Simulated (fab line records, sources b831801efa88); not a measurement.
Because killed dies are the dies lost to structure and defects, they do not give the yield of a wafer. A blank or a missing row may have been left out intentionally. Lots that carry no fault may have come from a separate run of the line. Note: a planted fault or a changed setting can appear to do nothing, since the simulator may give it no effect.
Chamber matching    flow gf180mcu    GF_V1_CMP_04 on cmp-02: 4 sister chambers
The step polishes SiO2. 27 wafers are shown with their chamber, then 12 later ones without.

WAFERS, EACH WITH ITS CHAMBER
wafer   chamber  motorCurrentA (A)  timeToEndpointS (s)  edgeZonePressureFrac
L074.2  2        11.6               81                   0.992
L074.4  3        12.0               79                   1.001
L074.6  1        13.2               86                   1.001
L075.2  1        13.6               85                   1.007
L075.5  0        13.5               80                   1.003
L075.6  3        12.1               78                   0.996
L076.2  0        13.1               88                   0.999
L076.3  1        14.0               81                   0.995
L076.5  0        12.6               85                   0.998
L081.1  1        13.4               77                   1.002
L081.4  0        13.5               86                   0.992
L081.6  2        10.8               70                   0.992
L084.1  3        12.0               74                   0.993
L084.2  2        11.9               79                   0.998
L084.3  1        14.0               66                   1.000
L087.2  0        12.4               79                   0.994
L087.3  2        11.4               66                   0.994
L087.6  3        13.0               73                   0.995
L088.1  2        11.3               66                   0.996
L088.2  0        13.1               76                   1.000
L088.3  3        12.4               66                   1.002
L089.1  0        13.6               76                   1.006
L089.4  3        12.1               76                   1.011
L089.6  3        12.3               78                   1.014
L090.2  1        13.2               85                   0.999
L090.3  2        11.8               73                   1.004
L090.6  1        13.5               92                   1.003

SIGNATURES (means of the wafers above)
reading               chamber 0  chamber 1  chamber 2  chamber 3  scatter within a chamber
motorCurrentA         13.114     13.557     11.467     12.271     0.392
timeToEndpointS       81.43      81.71      72.50      74.86      6.2
edgeZonePressureFrac  0.99886    1.00100    0.99600    1.00171    0.00559
Rule: distance of a wafer from a chamber = root of the sum over the readings of ((wafer's reading minus chamber's mean) / reading's scatter) squared. If the next closest chamber is less than 2 further off than the closest, the wafer can't be placed; otherwise it belongs to the closest. The scatter is the square root of a quotient: the sum, over the shown wafers, of each reading's squared deviation from its chamber's mean, divided by wafers minus chambers.

WAFERS WHOSE CHAMBER IS MISSING
wafer   motorCurrentA (A)  timeToEndpointS (s)  edgeZonePressureFrac
L094.4  11.0               84                   1.003
L094.5  13.5               85                   0.997
L094.6  13.0               101                  0.994
L095.3  12.5               80                   1.005
L095.5  11.5               73                   1.000
L095.6  13.9               82                   0.998
L096.1  13.7               88                   0.995
L096.3  13.4               91                   1.002
L096.6  12.7               96                   1.003
L097.1  13.3               80                   1.005
L097.2  12.1               74                   1.004
L097.4  12.3               76                   1.015

WHICH CHAMBER EACH WENT THROUGH
wafer   from the rows above                in truth
L094.4  can't be placed: 2 or 3            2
L094.5  can't be placed: 1 or 0            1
L094.6  can't be placed: 0 or 1 or 3       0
L095.3  can't be placed: 3 or 0 or 1       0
L095.5  can't be placed: 2 or 3            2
L095.6  can't be placed: 1 or 0            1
L096.1  can't be placed: 1 or 0            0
L096.3  can't be placed: 1 or 0            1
L096.6  can't be placed: 0 or 1 or 3       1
L097.1  can't be placed: 1 or 0 or 3       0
L097.2  can't be placed: 3 or 2            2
L097.4  can't be placed: 3 or 0 or 2 or 1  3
0 of 12 placed correctly. Unplaceable from these rows: 12, with the true chamber sitting among the candidates in 12. Number placed wrongly: 0.
